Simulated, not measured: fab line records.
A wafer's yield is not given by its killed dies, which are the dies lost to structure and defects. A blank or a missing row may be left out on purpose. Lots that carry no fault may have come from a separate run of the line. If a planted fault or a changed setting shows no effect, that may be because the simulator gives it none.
fab line records	flow sky130
record: lots: 12	wafers: 36	lastDay: 49
route steps=708 shown VIA1@480 VIA2@507 PAD_OPEN@708
lots untouched by any fault: they come from a run of this same line in which no faults occurred
startH: hours from the record's first day to the start of the lot's first wafer shown	waitH: hours elapsed since this lot's preceding step	" as in the row above	L1.1+2: one row covering several wafers at once	- no value present, or no start provided	* or withheld: withheld	< > ~ a bound
route shown NAME@n: a module of which the file shows steps, and the number in the route of the first	usual: mean/standard deviation taken from wafers without a fault	same: alike in all rows	chamber/n: place in a boat	sites: the reading at each site	_std_site: standard deviation across them	_edge_site: the outer-site mean with the inner-site mean subtracted	radiusMm: for every site, how far away it sits from the centre of the wafer	mask NAME#n: copy n	behind: tool/chamber where the wafer was last shaped	hold: the reason the lot was held/the length of the hold in hours/how it ended	device: whichever transistor did not switch (one of n, p or np)	end of line: at the end of the route, the tests of the same wafers	a step with no rows: only its recipe	killed: dies that structure and defects cost at the first sort, which is not the same as the wafer's yield	map: a wafer's dies, marking killed ones x, the rest . and places with no die _
set.NAME: the setting the step ran with; set.NAME@STEP: the setting that earlier step ran with	model.NAME: the simulator's own value behind a step, which no gauge read
one table for each step of the route and one row for each wafer, over a sample of lots
services: when a tool's chamber went out of use (startH, in hours from the record's first day, below 0 if earlier), for how many hours, and the reason
== steps ==
step: SKY_VIA1_RS_MEAS_22
recipe: thkMeasGauge: four-point-probe	reads: W_of_VIA1_CVD_21+TiN_of_VIA1_SPUTTER_20
usual: VIA1_W_RS: 0.422/0.0061
lot.wafer	tool	chamber	startH	waitH	VIA1_W_RS[ohm/sq]
L854.2	filmMetro-01	-	797.12	0.1	0.435
L854.3	"	-	"	"	0.432
L854.5	"	-	"	"	0.432
L855.1	filmMetro-01	-	805.91	0.1	0.419
L855.3	"	-	"	"	0.413
L855.5	"	-	"	"	0.419
L857.2	filmMetro-04	-	830.23	0.1	0.423
L857.4	"	-	"	"	0.424
L857.6	"	-	"	"	0.425
L859.3	filmMetro-04	-	839.01	0.1	0.426
L859.4	"	-	"	"	0.424
L859.5	"	-	"	"	0.430
L860.1	filmMetro-02	-	846.26	0.1	0.416
L860.2	"	-	"	"	0.424
L860.3	"	-	"	"	0.423
L861.1	filmMetro-01	-	850.35	0.1	0.428
L861.3	"	-	"	"	0.421
L861.6	"	-	"	"	0.432
L862.2	filmMetro-01	-	862.29	0.1	0.420
L862.5	"	-	"	"	0.425
L862.6	"	-	"	"	0.430
L863.1	filmMetro-04	-	867.81	0.1	0.425
L863.2	"	-	"	"	0.413
L863.6	"	-	"	"	0.422
L864.2	filmMetro-01	-	876.93	0.1	0.430
L864.3	"	-	"	"	0.430
L864.5	"	-	"	"	0.423
L865.1	filmMetro-01	-	891.46	0.1	0.416
L865.4	"	-	"	"	0.416
L865.5	"	-	"	"	0.421
L868.1	filmMetro-01	-	908.46	0.1	0.415
L868.2	"	-	"	"	0.421
L868.4	"	-	"	"	0.419
L870.1	filmMetro-04	-	922.50	0.1	0.429
L870.2	"	-	"	"	0.432
L870.3	"	-	"	"	0.430
step: SKY_VIA1_THK_MEAS_23
recipe: thkMeasGauge: xrf	reads: W_of_VIA1_CVD_21
usual: VIA1_W_THK: 275/4.3
lot.wafer	tool	chamber	startH	waitH	VIA1_W_THK[nm]
L854.2	filmMetro-01	-	797.23	0.1	267
L854.3	"	-	"	"	269
L854.5	"	-	"	"	270
L855.1	filmMetro-01	-	806.03	0.1	276
L855.3	"	-	"	"	281
L855.5	"	-	"	"	277
L857.2	filmMetro-04	-	830.34	0.1	273
L857.4	"	-	"	"	273
L857.6	"	-	"	"	272
L859.3	filmMetro-04	-	839.11	0.1	272
L859.4	"	-	"	"	271
L859.5	"	-	"	"	269
L860.1	filmMetro-02	-	846.38	0.1	279
L860.2	"	-	"	"	275
L860.3	"	-	"	"	277
L861.1	filmMetro-01	-	850.47	0.1	270
L861.3	"	-	"	"	273
L861.6	"	-	"	"	266
L862.2	filmMetro-01	-	862.40	0.1	276
L862.5	"	-	"	"	273
L862.6	"	-	"	"	268
L863.1	filmMetro-04	-	867.93	0.1	272
L863.2	"	-	"	"	280
L863.6	"	-	"	"	276
L864.2	filmMetro-01	-	877.04	0.1	269
L864.3	"	-	"	"	268
L864.5	"	-	"	"	272
L865.1	filmMetro-01	-	891.58	0.1	280
L865.4	"	-	"	"	279
L865.5	"	-	"	"	276
L868.1	filmMetro-01	-	908.58	0.1	280
L868.2	"	-	"	"	276
L868.4	"	-	"	"	276
L870.1	filmMetro-04	-	922.62	0.1	268
L870.2	"	-	"	"	267
L870.3	"	-	"	"	268
step: SKY_VIA2_HDPCVD_00
recipe: material: SiO2	targetThkNm: 1180	sigmaOpenFrac: 0.3	timeS: 196.7	tempC: 400	sih4FlowSccm: 60	pressureMtorr: 6
usual: sih4FlowSccm: 60.01/0.2
lot.wafer	tool	chamber	startH	waitH	sih4FlowSccm
L854.2	hdpcvd-01	1	824.95	0.0	60.11
L854.3	"	0	"	"	59.96
L854.5	"	0	"	"	59.96
L855.1	hdpcvd-02	2	833.42	0.0	60.26
L855.3	"	0	"	"	59.77
L855.5	"	2	"	"	60.15
L857.2	hdpcvd-02	1	857.28	0.0	60.50
L857.4	"	0	"	"	59.80
L857.6	"	0	"	"	59.96
L859.3	hdpcvd-01	0	866.54	0.0	59.98
L859.4	"	0	"	"	59.81
L859.5	"	2	"	"	60.06
L860.1	hdpcvd-02	0	873.86	0.0	60.10
L860.2	"	2	"	"	59.88
L860.3	"	1	"	"	60.14
L861.1	hdpcvd-02	1	877.99	0.0	59.91
L861.3	"	0	"	"	60.19
L861.6	"	1	"	"	59.91
L862.2	hdpcvd-01	0	889.79	0.0	60.06
L862.5	"	2	"	"	59.75
L862.6	"	0	"	"	59.90
L863.1	hdpcvd-01	1	895.55	0.0	60.27
L863.2	"	0	"	"	59.78
L863.6	"	0	"	"	59.75
L864.2	hdpcvd-01	0	904.05	0.0	59.94
L864.3	"	2	"	"	60.59
L864.5	"	0	"	"	59.77
L865.1	hdpcvd-01	2	917.54	0.0	59.89
L865.4	"	2	"	"	59.88
L865.5	"	1	"	"	59.78
L868.1	hdpcvd-01	2	934.63	0.0	59.94
L868.2	"	1	"	"	59.49
L868.4	"	1	"	"	59.62
L870.1	hdpcvd-01	2	949.04	0.0	59.64
L870.2	"	1	"	"	60.12
L870.3	"	0	"	"	59.82
step: SKY_VIA2_THK_MEAS_01
recipe: reads: SiO2_of_VIA2_HDPCVD_00
usual: VIA2_HDPCVD_THK: 1183/13
lot.wafer	tool	chamber	startH	waitH	VIA2_HDPCVD_THK[nm]
L854.2	filmMetro-01	-	825.09	0.1	1168
L854.3	"	-	"	"	1176
L854.5	"	-	"	"	1170
L855.1	filmMetro-01	-	833.54	0.1	1182
L855.3	"	-	"	"	1182
L855.5	"	-	"	"	1185
L857.2	filmMetro-03	-	857.48	0.1	1196
L857.4	"	-	"	"	1185
L857.6	"	-	"	"	1164
L859.3	filmMetro-04	-	866.69	0.1	1164
L859.4	"	-	"	"	1167
L859.5	"	-	"	"	1190
L860.1	filmMetro-03	-	873.99	0.1	1185
L860.2	"	-	"	"	1190
L860.3	"	-	"	"	1189
L861.1	filmMetro-03	-	878.12	0.1	1186
L861.3	"	-	"	"	1163
L861.6	"	-	"	"	1187
L862.2	filmMetro-03	-	889.93	0.1	1167
L862.5	"	-	"	"	1194
L862.6	"	-	"	"	1177
L863.1	filmMetro-04	-	895.68	0.1	1167
L863.2	"	-	"	"	1173
L863.6	"	-	"	"	1177
L864.2	filmMetro-01	-	904.18	0.1	1205
L864.3	"	-	"	"	1201
L864.5	"	-	"	"	1186
L865.1	filmMetro-03	-	917.67	0.1	1201
L865.4	"	-	"	"	1208
L865.5	"	-	"	"	1176
L868.1	filmMetro-03	-	934.75	0.1	1208
L868.2	"	-	"	"	1194
L868.4	"	-	"	"	2183
L870.1	filmMetro-04	-	949.17	0.1	1207
L870.2	"	-	"	"	1196
L870.3	"	-	"	"	2184
step: SKY_VIA2_BOW_MEAS_03
recipe: mode: bow
usual: VIA2_BOW: 88/7.3
lot.wafer	tool	chamber	startH	waitH	VIA2_BOW[um]
L854.2	filmMetro-03	-	825.46	0.2	84
L854.3	"	-	"	"	95
L854.5	"	-	"	"	88
L855.1	filmMetro-04	-	833.90	0.1	78
L855.3	"	-	"	"	73
L855.5	"	-	"	"	89
L857.2	filmMetro-03	-	857.93	0.3	100
L857.4	"	-	"	"	106
L857.6	"	-	"	"	100
L859.3	filmMetro-03	-	867.07	0.3	86
L859.4	"	-	"	"	91
L859.5	"	-	"	"	93
L860.1	filmMetro-03	-	874.35	0.2	100
L860.2	"	-	"	"	103
L860.3	"	-	"	"	90
L861.1	filmMetro-04	-	878.48	0.1	86
L861.3	"	-	"	"	90
L861.6	"	-	"	"	93
L862.2	filmMetro-03	-	890.52	0.1	86
L862.5	"	-	"	"	84
L862.6	"	-	"	"	83
L863.1	filmMetro-03	-	896.11	0.2	80
L863.2	"	-	"	"	92
L863.6	"	-	"	"	88
L864.2	filmMetro-04	-	904.55	0.3	89
L864.3	"	-	"	"	85
L864.5	"	-	"	"	87
L865.1	filmMetro-03	-	918.03	0.1	70
L865.4	"	-	"	"	78
L865.5	"	-	"	"	89
L868.1	filmMetro-03	-	935.11	0.2	103
L868.2	"	-	"	"	95
L868.4	"	-	"	"	97
L870.1	filmMetro-03	-	949.53	0.2	94
L870.2	"	-	"	"	94
L870.3	"	-	"	"	87
step: SKY_PAD_OPEN_PROBE_99
usual: defectLimitedYield: 82.4/1.9	killed_at_M0_to_M3: 44/7.5	killed_at_M4_up: 3.2/1.9	killedAtContacts: 23/4.7	killedAtFrontEnd: 15/4.7	killedAtOther: 0.4/0.66	killedDies: 87/9.3	killedOpen: 47/7.2	killedShort: 39/6.5	sort_bin_3_pad_short: 0.8/0.39	sort_bin_5_function: 10.5/1.4	sort_bin_6_memory: 6.3/1.2	sortNPass: 405/9.3	sortYieldPct: 82.4/1.9
same: grossDies: 492	killedAtBackSide: 0	sort_bin_4_leakage[%]: 0	sort_bin_8_speed[%]: 0
lot.wafer	tool	chamber	startH	waitH	defectLimitedYield[%]	killed_at_M0_to_M3	killed_at_M4_up	killedAtContacts	killedAtFrontEnd	killedAtOther	killedDies	killedOpen	killedShort	sort_bin_3_pad_short[%]	sort_bin_5_function[%]	sort_bin_6_memory[%]	sortNPass	sortYieldPct[%]
L854.2	prober-01	-	1078.96	0.1	84.3	32	8	26	11	0	77	49	28	0.2	10.2	5.3	415	84.3
L854.3	prober-01	-	1079.01	0.2	82.9	36	2	26	18	2	84	43	41	0.6	10.4	6.1	408	82.9
L854.5	prober-01	-	1079.11	0.2	84.1	34	2	27	14	1	78	49	29	0.6	9.8	5.5	414	84.1
L855.1	prober-02	-	1086.04	0.1	82.9	48	2	23	11	0	84	44	40	1.2	9.3	6.5	408	82.9
L855.3	prober-02	-	1086.14	0.2	80.3	47	1	23	25	1	97	55	42	0.6	12.2	6.9	395	80.3
L855.5	prober-02	-	1086.24	0.2	85.0	36	5	20	12	1	74	42	32	0.8	7.9	6.3	418	85.0
L857.2	prober-02	-	1107.59	0.1	82.1	50	1	22	15	0	88	45	43	1.0	12.2	4.7	404	82.1
L857.4	prober-02	-	1107.69	0.2	82.7	52	3	20	10	0	85	47	38	0.6	10.6	6.1	407	82.7
L857.6	prober-02	-	1107.79	0.2	77.8	55	3	32	19	0	109	59	50	0.4	13.2	8.5	383	77.8
L859.3	prober-02	-	1112.19	0.2	80.1	61	2	19	16	0	98	56	42	0.8	11.2	7.9	394	80.1
L859.4	prober-02	-	1112.24	0.2	81.9	50	2	20	17	0	89	52	37	0.2	11.4	6.5	403	81.9
L859.5	prober-02	-	1112.29	0.2	85.0	42	2	17	13	0	74	37	37	0.8	7.7	6.5	418	85.0
L860.1	prober-01	-	1115.89	0.1	83.5	40	3	22	16	0	81	52	29	0.6	10.6	5.3	411	83.5
L860.2	prober-01	-	1115.94	0.1	80.7	46	3	25	21	0	95	43	52	1.2	12.6	5.5	397	80.7
L860.3	prober-01	-	1115.99	0.2	81.3	48	2	23	19	0	92	46	46	0.6	12.0	6.1	400	81.3
L861.1	prober-02	-	1131.00	0.1	78.9	55	2	32	12	3	104	60	40	0.6	12.6	7.9	388	78.9
L861.3	prober-02	-	1131.10	0.2	84.6	42	3	24	7	0	76	35	41	1.2	8.1	6.1	416	84.6
L861.6	prober-02	-	1131.25	0.2	81.3	47	5	27	11	2	92	47	43	1.4	10.8	6.5	400	81.3
L862.2	prober-01	-	1132.55	0.1	79.1	56	7	25	14	1	103	61	41	1.4	10.4	9.1	389	79.1
L862.5	prober-01	-	1132.70	0.2	84.8	37	3	20	13	2	75	36	37	0.6	9.8	4.9	417	84.8
L862.6	prober-01	-	1132.75	0.2	82.3	45	4	23	14	1	87	45	41	0.8	11.8	5.1	405	82.3
L863.1	prober-02	-	1134.00	0.1	83.9	40	2	17	20	0	79	40	39	0.6	11.2	4.3	413	83.9
L863.2	prober-02	-	1134.05	0.1	81.3	51	1	24	14	2	92	49	42	0.8	10.8	7.1	400	81.3
L863.6	prober-02	-	1134.25	0.2	80.9	54	3	15	21	1	94	51	43	0.8	11.6	6.7	398	80.9
L864.2	prober-01	-	1144.81	0.1	82.3	51	1	20	15	0	87	52	35	0.8	10.2	6.7	405	82.3
L864.3	prober-01	-	1144.86	0.2	84.3	39	1	22	15	0	77	40	36	0.6	7.7	7.3	415	84.3
L864.5	prober-01	-	1144.96	0.2	83.1	33	3	29	17	1	83	40	43	1.6	10.4	4.9	409	83.1
L865.1	prober-02	-	1149.74	0.1	83.1	46	3	18	16	0	83	46	37	0.4	10.0	6.5	409	83.1
L865.4	prober-02	-	1149.89	0.2	82.1	34	1	37	15	1	88	47	41	0.6	11.2	6.1	404	82.1
L865.5	prober-02	-	1149.94	0.2	84.3	52	5	14	6	0	77	42	35	1.0	9.6	5.1	415	84.3
L868.1	prober-01	-	1163.98	0.1	81.9	46	2	28	13	0	89	49	39	1.8	10.4	5.9	403	81.9
L868.2	prober-01	-	1164.03	0.1	81.1	50	5	26	12	0	93	41	52	0.6	12.0	6.3	399	81.1
L868.4	prober-01	-	1164.13	0.2	82.1	48	3	24	13	0	88	49	39	1.2	11.0	5.7	404	82.1
L870.1	prober-02	-	1173.48	0.1	80.1	41	4	33	19	1	98	53	45	0.8	12.2	6.9	394	80.1
L870.2	prober-02	-	1173.53	0.1	84.8	34	3	17	18	3	75	38	34	0.8	10.0	4.5	417	84.8
L870.3	prober-02	-	1173.58	0.2	78.5	47	4	27	27	1	106	68	36	0.2	13.6	7.7	386	78.5
killed by level:class
L854.2 VIA1:geometricParticle:open=11 CONTACT:geometricParticle:open=9 LI_CONTACT:geometricParticle:open=8 METAL2:geometricParticle:short=6 CONTACT:geometricParticle:short=4 METAL4:geometricParticle:open=4 FIELD_ISO:geometricParticle:short=3 POLY_GATE:geometricParticle:open=3
L854.3 CONTACT:geometricParticle:open=10 VIA1:geometricParticle:open=9 CONTACT:geometricParticle:short=6 VIA2:geometricParticle:open=6 FIELD_ISO:geometricParticle:open=4 FIELD_ISO:geometricParticle:short=4 POLY_GATE:geometricParticle:open=4 LI_CONTACT:geometricParticle:open=4
L854.5 CONTACT:geometricParticle:open=12 VIA1:geometricParticle:open=8 LI_CONTACT:geometricParticle:open=7 FIELD_ISO:geometricParticle:open=5 VIA3:geometricParticle:open=5 CONTACT:geometricParticle:short=4 METAL2:geometricParticle:short=4 VIA2:geometricParticle:short=4
L855.1 METAL1:geometricParticle:short=8 CONTACT:geometricParticle:short=8 VIA1:geometricParticle:open=8 LI_CONTACT:geometricParticle:open=6 METAL3:geometricParticle:short=6 CONTACT:geometricParticle:open=6 VIA2:geometricParticle:short=5 VIA3:geometricParticle:open=5
L855.3 METAL1:geometricParticle:short=9 VIA2:geometricParticle:open=8 LI_CONTACT:geometricParticle:open=8 VIA1:geometricParticle:open=8 FIELD_ISO:geometricParticle:open=6 VIA3:geometricParticle:open=6 POLY_GATE:geometricParticle:open=5 CONTACT:geometricParticle:open=5
L855.5 VIA2:geometricParticle:open=10 CONTACT:geometricParticle:open=7 METAL2:geometricParticle:short=6 METAL1:geometricParticle:short=4 LI_CONTACT:geometricParticle:open=4 CONTACT:geometricParticle:short=4 VIA1:geometricParticle:short=4 VIA1:geometricParticle:open=4
L857.2 VIA3:geometricParticle:open=13 METAL2:geometricParticle:short=11 CONTACT:geometricParticle:open=8 VIA1:geometricParticle:open=8 LI_CONTACT:geometricParticle:open=5 CONTACT:geometricParticle:short=5 METAL1:geometricParticle:short=5 VIA1:geometricParticle:short=4
L857.4 VIA1:geometricParticle:open=14 CONTACT:geometricParticle:open=8 VIA1:geometricParticle:short=8 METAL2:geometricParticle:short=8 VIA2:geometricParticle:open=6 VIA3:geometricParticle:open=5 LI_CONTACT:geometricParticle:open=4 CONTACT:geometricParticle:short=4
L857.6 CONTACT:geometricParticle:open=15 VIA1:geometricParticle:open=12 METAL2:geometricParticle:short=10 VIA1:geometricParticle:short=8 VIA3:geometricParticle:open=7 POLY_GATE:geometricParticle:open=6 LI_CONTACT:geometricParticle:open=5 METAL1:geometricParticle:short=5
L859.3 VIA1:geometricParticle:open=18 VIA2:geometricParticle:open=11 VIA1:geometricParticle:short=8 LI_CONTACT:geometricParticle:open=7 VIA3:geometricParticle:open=7 POLY_GATE:geometricParticle:short=5 CONTACT:geometricParticle:short=5 CONTACT:geometricParticle:open=4
L859.4 VIA1:geometricParticle:open=15 VIA1:geometricParticle:short=8 FIELD_ISO:geometricParticle:open=7 CONTACT:geometricParticle:open=7 VIA2:geometricParticle:open=7 LI_CONTACT:geometricParticle:open=6 VIA3:geometricParticle:open=5 POLY_GATE:geometricParticle:short=4
L859.5 VIA3:geometricParticle:open=10 METAL1:geometricParticle:short=6 CONTACT:geometricParticle:open=5 VIA1:geometricParticle:short=5 VIA1:geometricParticle:open=5 VIA2:geometricParticle:open=5 POLY_GATE:geometricParticle:short=4 LOCAL_INTERCONNECT:geometricParticle:short=4
L860.1 LI_CONTACT:geometricParticle:open=10 VIA1:geometricParticle:open=9 CONTACT:geometricParticle:open=7 METAL1:geometricParticle:short=6 VIA3:geometricParticle:open=5 METAL1:geometricParticle:open=4 METAL2:geometricParticle:short=4 FIELD_ISO:geometricParticle:open=3
L860.2 LOCAL_INTERCONNECT:geometricParticle:short=8 VIA1:geometricParticle:open=7 METAL2:geometricParticle:open=6 METAL1:geometricParticle:short=6 VIA1:geometricParticle:short=6 METAL2:geometricParticle:short=6 VIA2:geometricParticle:open=6 POLY_GATE:geometricParticle:open=5
L860.3 METAL2:geometricParticle:short=8 METAL1:geometricParticle:short=7 LI_CONTACT:geometricParticle:open=7 CONTACT:geometricParticle:open=7 VIA1:geometricParticle:open=7 FIELD_ISO:geometricParticle:open=5 METAL3:geometricParticle:short=5 VIA2:geometricParticle:short=4
L861.1 VIA1:geometricParticle:open=15 CONTACT:geometricParticle:open=10 LI_CONTACT:geometricParticle:open=8 VIA3:geometricParticle:open=8 CONTACT:geometricParticle:short=8 VIA2:geometricParticle:open=8 METAL1:geometricParticle:short=5 METAL2:geometricParticle:short=5
L861.3 VIA1:geometricParticle:open=10 LI_CONTACT:geometricParticle:open=8 VIA1:geometricParticle:short=7 CONTACT:geometricParticle:open=6 METAL3:geometricParticle:short=5 CONTACT:geometricParticle:short=4 FIELD_ISO:geometricParticle:short=3 LI_CONTACT:geometricParticle:short=3
L861.6 VIA1:geometricParticle:open=13 LI_CONTACT:geometricParticle:open=9 CONTACT:geometricParticle:short=6 VIA3:geometricParticle:open=6 VIA2:geometricParticle:open=5 LI_CONTACT:geometricParticle:short=5 CONTACT:geometricParticle:open=5 METAL2:geometricParticle:short=5
L862.2 VIA1:geometricParticle:open=13 LI_CONTACT:geometricParticle:open=12 CONTACT:geometricParticle:open=8 METAL1:geometricParticle:short=7 VIA3:geometricParticle:open=7 POLY_GATE:geometricParticle:open=6 VIA1:geometricParticle:short=6 METAL2:geometricParticle:short=5
L862.5 VIA1:geometricParticle:open=7 CONTACT:geometricParticle:open=6 METAL2:geometricParticle:short=6 POLY_GATE:geometricParticle:open=5 LOCAL_INTERCONNECT:geometricParticle:short=5 VIA1:geometricParticle:short=4 LI_CONTACT:geometricParticle:open=4 VIA2:geometricParticle:short=4
L862.6 VIA1:geometricParticle:open=10 CONTACT:geometricParticle:open=9 METAL1:geometricParticle:short=8 LI_CONTACT:geometricParticle:open=6 METAL2:geometricParticle:short=6 VIA3:geometricParticle:open=6 POLY_GATE:geometricParticle:open=4 CONTACT:geometricParticle:short=4
L863.1 VIA3:geometricParticle:open=9 VIA2:geometricParticle:open=8 CONTACT:geometricParticle:open=7 VIA1:geometricParticle:short=7 FIELD_ISO:geometricParticle:open=5 FIELD_ISO:geometricParticle:short=5 POLY_GATE:geometricParticle:short=4 METAL1:geometricParticle:short=4
L863.2 VIA1:geometricParticle:open=14 METAL1:geometricParticle:short=10 LI_CONTACT:geometricParticle:open=8 VIA3:geometricParticle:open=7 VIA2:geometricParticle:short=7 CONTACT:geometricParticle:open=6 VIA1:geometricParticle:short=6 VIA2:geometricParticle:open=5
L863.6 VIA1:geometricParticle:open=11 VIA2:geometricParticle:open=11 VIA1:geometricParticle:short=10 CONTACT:geometricParticle:open=8 FIELD_ISO:geometricParticle:short=6 VIA3:geometricParticle:open=6 POLY_GATE:geometricParticle:short=6 LI_CONTACT:geometricParticle:open=6
L864.2 VIA2:geometricParticle:open=13 VIA1:geometricParticle:open=9 METAL1:geometricParticle:short=7 CONTACT:geometricParticle:open=7 LI_CONTACT:geometricParticle:open=6 VIA3:geometricParticle:open=6 FIELD_ISO:geometricParticle:short=5 FIELD_ISO:geometricParticle:open=4
L864.3 LI_CONTACT:geometricParticle:open=8 METAL2:geometricParticle:short=8 METAL1:geometricParticle:short=6 VIA1:geometricParticle:open=6 POLY_GATE:geometricParticle:open=5 CONTACT:geometricParticle:open=5 VIA2:geometricParticle:open=5 FIELD_ISO:geometricParticle:open=3
L864.5 CONTACT:geometricParticle:open=12 CONTACT:geometricParticle:short=10 METAL2:geometricParticle:short=9 VIA1:geometricParticle:open=7 FIELD_ISO:geometricParticle:short=5 VIA2:geometricParticle:open=5 POLY_GATE:geometricParticle:open=4 METAL1:geometricParticle:short=4
L865.1 VIA2:geometricParticle:open=11 VIA3:geometricParticle:open=9 CONTACT:geometricParticle:open=7 VIA1:geometricParticle:open=7 FIELD_ISO:geometricParticle:short=6 VIA1:geometricParticle:short=5 SPACER:geometricParticle:short=4 LI_CONTACT:geometricParticle:open=4
L865.4 LI_CONTACT:geometricParticle:open=14 VIA2:geometricParticle:open=12 CONTACT:geometricParticle:open=8 FIELD_ISO:geometricParticle:short=7 CONTACT:geometricParticle:short=7 LI_CONTACT:geometricParticle:short=5 VIA1:geometricParticle:open=3 METAL2:geometricParticle:short=3
L865.5 VIA1:geometricParticle:open=12 VIA2:geometricParticle:open=8 CONTACT:geometricParticle:open=7 VIA1:geometricParticle:short=7 VIA3:geometricParticle:open=6 METAL4:geometricParticle:short=5 VIA2:geometricParticle:short=4 METAL3:geometricParticle:short=4
L868.1 VIA1:geometricParticle:open=15 METAL2:geometricParticle:short=9 LI_CONTACT:geometricParticle:open=7 CONTACT:geometricParticle:short=7 CONTACT:geometricParticle:open=6 VIA1:geometricParticle:short=6 FIELD_ISO:geometricParticle:open=5 VIA2:geometricParticle:open=5
L868.2 VIA1:geometricParticle:open=13 CONTACT:geometricParticle:open=8 VIA2:geometricParticle:open=7 LI_CONTACT:geometricParticle:short=6 VIA3:geometricParticle:short=6 METAL4:geometricParticle:short=5 LOCAL_INTERCONNECT:geometricParticle:short=5 METAL2:geometricParticle:short=5
L868.4 VIA1:geometricParticle:open=11 VIA3:geometricParticle:open=8 CONTACT:geometricParticle:open=7 LOCAL_INTERCONNECT:geometricParticle:short=6 VIA2:geometricParticle:open=6 VIA3:geometricParticle:short=5 FIELD_ISO:geometricParticle:short=4 LI_CONTACT:geometricParticle:open=4
L870.1 CONTACT:geometricParticle:open=10 LI_CONTACT:geometricParticle:open=9 VIA3:geometricParticle:open=9 LI_CONTACT:geometricParticle:short=6 CONTACT:geometricParticle:short=6 METAL2:geometricParticle:short=6 VIA2:geometricParticle:open=6 POLY_GATE:geometricParticle:open=5
L870.2 FIELD_ISO:geometricParticle:short=7 FIELD_ISO:geometricParticle:open=7 LI_CONTACT:geometricParticle:open=6 VIA2:geometricParticle:open=6 CONTACT:geometricParticle:open=5 METAL2:geometricParticle:short=5 METAL1:geometricParticle:short=4 VIA3:geometricParticle:short=4
L870.3 VIA3:geometricParticle:open=11 CONTACT:geometricParticle:open=10 LI_CONTACT:geometricParticle:open=9 VIA2:geometricParticle:open=9 METAL1:geometricParticle:short=8 FIELD_ISO:geometricParticle:open=7 VIA1:geometricParticle:open=7 POLY_GATE:geometricParticle:open=5
== services ==
tool	chamber	startH	hours	kind
hdpcvd-01	-	808.87	2.2	repair
hdpcvd-02	2	855.97	3.4	repair
hdpcvd-02	-	892.06	5.5	pm
hdpcvd-02	-	931.33	0.8	repair
== key ==
firstSign: step: SKY_VIA2_THK_MEAS_01	reading: VIA2_HDPCVD_THK	direction: up	sigmas: 79	usual: 1183	struck: 2184
effect none on later readings
metAt SKY_VIA2_HDPCVD_00
struckLots L868,L870
struckWafers L868.4,L870.3
notActingAt SKY_VIA1_RS_MEAS_22,SKY_VIA1_THK_MEAS_23,SKY_VIA2_BOW_MEAS_03
onsetBetween 917.54 934.63
fault: kind: processParameterDrift	tool: hdpcvd-01	chamber: -	onsetH: 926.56	steps: SKY_VIA2_HDPCVD_00	channel: targetThkNm	offset: 1001.3	shape: step	endH: 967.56	scope: struckWafersOnly	actsIn: theseRecipesOnly	stated: 1180
